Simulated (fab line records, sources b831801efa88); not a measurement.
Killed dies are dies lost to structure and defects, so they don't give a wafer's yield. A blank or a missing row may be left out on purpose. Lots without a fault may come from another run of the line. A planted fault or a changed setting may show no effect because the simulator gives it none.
Which tool did it? | flow sfq_line | 14 lots, 42 wafers sampled, at 1 step of a route of 325

WHAT THE GAUGES READ, wafer by wafer
The record holds no reading of a measuring or inspecting step that can be judged against a usual standard deviation.

WHICH TOOL RAN EACH LOT (tool, then ch and the chambers of the sampled wafers, then the start)
lot  | SFQ_TRILAYER_I2_VIA_STRIP_STRIP_071
L756 | rie_metal-04 ch 0,1, day 39 01:45
L757 | rie_metal-03 ch 0,1, day 39 12:45
L758 | rie_metal-04 ch 0, day 39 14:57
L759 | rie_metal-04 ch 0,1, day 39 17:33
L760 | rie_metal-03 ch 0,1, day 39 18:33
L762 | rie_metal-04 ch 0,1, day 40 02:57
L765 | rie_metal-03 ch 1, day 40 13:45
L769 | rie_metal-03 ch 0,1, day 43 01:44
L770 | rie_metal-01 ch 0,1, day 43 04:08
L771 | rie_metal-01 ch 0,1, day 43 23:20
L772 | rie_metal-04 ch 0,1, day 44 04:20
L773 | rie_metal-01 ch 0,1, day 44 13:44
L776 | rie_metal-03 ch 0, day 45 11:08
L779 | rie_metal-03 ch 0,1, day 47 00:22
- SFQ_TRILAYER_I2_VIA_STRIP_STRIP_071: strips in O2.

WHAT THE TOOLS THEMSELVES READ (means of the sampled wafers that have a number; where no wafer has one, the mark that the record gives instead)
SFQ_TRILAYER_I2_VIA_STRIP_STRIP_071.
lot  | tool         | chamber_pressure_mTorr (mTorr) | drypump_motor_current_A (A) | he_backside_leak_sccm (sccm) | oes_product_au (a.u.)
L756 | rie_metal-04 | 49.99                          | 6.2                         | 3.4                          | 1.005
L757 | rie_metal-03 | 50.01                          | 5.3                         | 3.5                          | 0.988
L758 | rie_metal-04 | 50.05                          | 6.2                         | 3.5                          | 0.997
L759 | rie_metal-04 | 49.96                          | 6.2                         | 3.3                          | 1.007
L760 | rie_metal-03 | 49.93                          | 5.4                         | 3.3                          | 1.001
L762 | rie_metal-04 | 50.00                          | 6.2                         | 3.5                          | 1.000
L765 | rie_metal-03 | 49.97                          | 5.2                         | 3.5                          | 0.996
L769 | rie_metal-03 | 50.01                          | 5.4                         | 3.5                          | 0.991
L770 | rie_metal-01 | 49.99                          | 6.2                         | 3.8                          | 1.003
L771 | rie_metal-01 | -                              | -                           | -                            | -
L772 | rie_metal-04 | -                              | -                           | -                            | -
L773 | rie_metal-01 | 50.00                          | 5.8                         | 3.6                          | 0.994
L776 | rie_metal-03 | 50.00                          | 5.4                         | 3.3                          | 0.985
L779 | rie_metal-03 | 50.00                          | 5.4                         | 3.3                          | 0.995

THE ANSWER, worked out from the rows above alone
Rule: what is usual is taken from the lots themselves. Put in order of their means at a reading, lots are off if they are a third of the lots or fewer, leave a main group of 4 or more, and stand apart from it by a gap of 3 or more times the standard deviation of the main group's means; of several such gaps the widest counts. A main group whose means are all the same, to the digits that the tables above print for the reading, isn't used. A lot without any number at a reading at which 4 lots or more have one is off too. The other lots that the step has rows for count as sound. The gauges are gone through in route order, then the tools' own readings, and for those a lot's mean is taken as printed above. The first step at which some lot is off is used, and at that step the reading that is off furthest; a lot without a number counts as furthest.
Off: L771, L772, at SFQ_TRILAYER_I2_VIA_STRIP_STRIP_071 (chamber_pressure_mTorr). Without a number there: L771, L772. The main group: mean 49.99 mTorr, standard deviation 0.028.
A tool fits if, at that step or a process step before it, it ran every lot that is off, and no sound lot after the first of them. None of those tried fits.

WHAT THE SIMULATOR HAD PUT IN
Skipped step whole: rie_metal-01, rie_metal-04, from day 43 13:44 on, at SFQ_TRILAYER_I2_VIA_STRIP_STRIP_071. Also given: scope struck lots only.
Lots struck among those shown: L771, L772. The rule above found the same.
